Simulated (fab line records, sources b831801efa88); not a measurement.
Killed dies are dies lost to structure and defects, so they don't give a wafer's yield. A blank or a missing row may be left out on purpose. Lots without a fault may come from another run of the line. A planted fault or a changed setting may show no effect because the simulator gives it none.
Problem report in the 8D (eight disciplines) form, filled by code | flow gf180mcu | the parts of the form that need people (team, actions taken, sign-off) are left out

1. THE PROBLEM
NWELL_RS at GF_VT_IMPLANT_RS_MEAS_47 reads a mean of 506.8 ohm/sq on 6 wafers of 2 lots; wafers without a fault read 487.2 ohm/sq with a standard deviation of 1.3. That is +15 standard deviations from the usual mean.
The step: measures by four-point-probe.
First seen on wafer L496.2, day 13 17:24, on film_metro-01. The record holds 36 wafers of 12 lots with a number at this step. Rule for "out", or "out of limits": more than 4 standard deviations from the usual mean. The other wafers with a number count as sound.

2. WHAT IT IS AND WHAT IT IS NOT
question                    | is                     | is not
which readings at this step | NWELL_RS               | -
which lots                  | L496, L497             | L474, L477, L479, L481, L483, L484, L485, L487, L493, L495
which wafers of those lots  | all that have a number | -
read on which gauges        | film_metro-01          | film_metro-02, film_metro-03
when                        | from day 13 17:24      | up to then (30 sound wafers)

3. SUSPECTS, AND WHAT RULES EACH OUT
Counting: a tool at a process step up to the reading stays a suspect if it ran every lot that is out and no sound lot after the first of them.
- the gauge at GF_VT_IMPLANT_RS_MEAS_47: ruled out. All the wafers that are out were read on film_metro-01, but those of them that GF_NWELL_IMPLANT_09 has rows for are out there too, on other tools.
- implanter-03 at GF_NWELL_IMPLANT_09: kept. It ran every lot that is out, first L496 (day 8 07:52), and no sound lot after that; its last sound lot up to then is L493 (day 7 14:34). Its own readings are out on those wafers: dose_ions_cm2, faraday_current_uA.
Left after counting: implanter-03 at GF_NWELL_IMPLANT_09.

4. THE CAUSE (what the simulator had put in)
Process parameter drift: implanter-03, from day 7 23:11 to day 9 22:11, at GF_NWELL_IMPLANT_09. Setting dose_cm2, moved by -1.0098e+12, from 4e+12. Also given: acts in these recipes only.
Counting left only this tool.

5. THE CHAIN OF EFFECTS, in route order
Each row: a reading whose mean over the struck wafers that have a number lies more than 3 standard deviations from the usual. Only readings for which the record gives a usual standard deviation are gone through. hours: the time from each lot's start at the first step in this table that gives one to its start at this step, as a median over the lots. sigmas: the change in usual standard deviations.
hours | step                     | reading            | usual        | on struck wafers | change | sigmas
0     | GF_NWELL_IMPLANT_09      | dose_ions_cm2      | 4e+12        | 3e+12            | -1e+12 | -99 or more
0     | GF_NWELL_IMPLANT_09      | faraday_current_uA | 22.6         | 17.0             | -5.6   | -13
131   | GF_VT_IMPLANT_RS_MEAS_47 | NWELL_RS           | 487.2 ohm/sq | 506.8            | +19.6  | +15
The process steps in it:
- GF_NWELL_IMPLANT_09

6. WHAT WOULD HAVE CAUGHT IT SOONER
In this record the first reading out of limits at a measuring or inspecting step was taken at day 13 17:24, 138 hours after the fault began at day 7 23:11.
The tool's own readings at GF_NWELL_IMPLANT_09 were out on every struck wafer that the step has a row for (dose_ions_cm2, faraday_current_uA): an alarm limit on them would have fired on the first of those.
All the lots that are out (2) had begun GF_NWELL_IMPLANT_09 on implanter-03 by day 13 17:24. A hold on the tool at that time would have spared none of them.
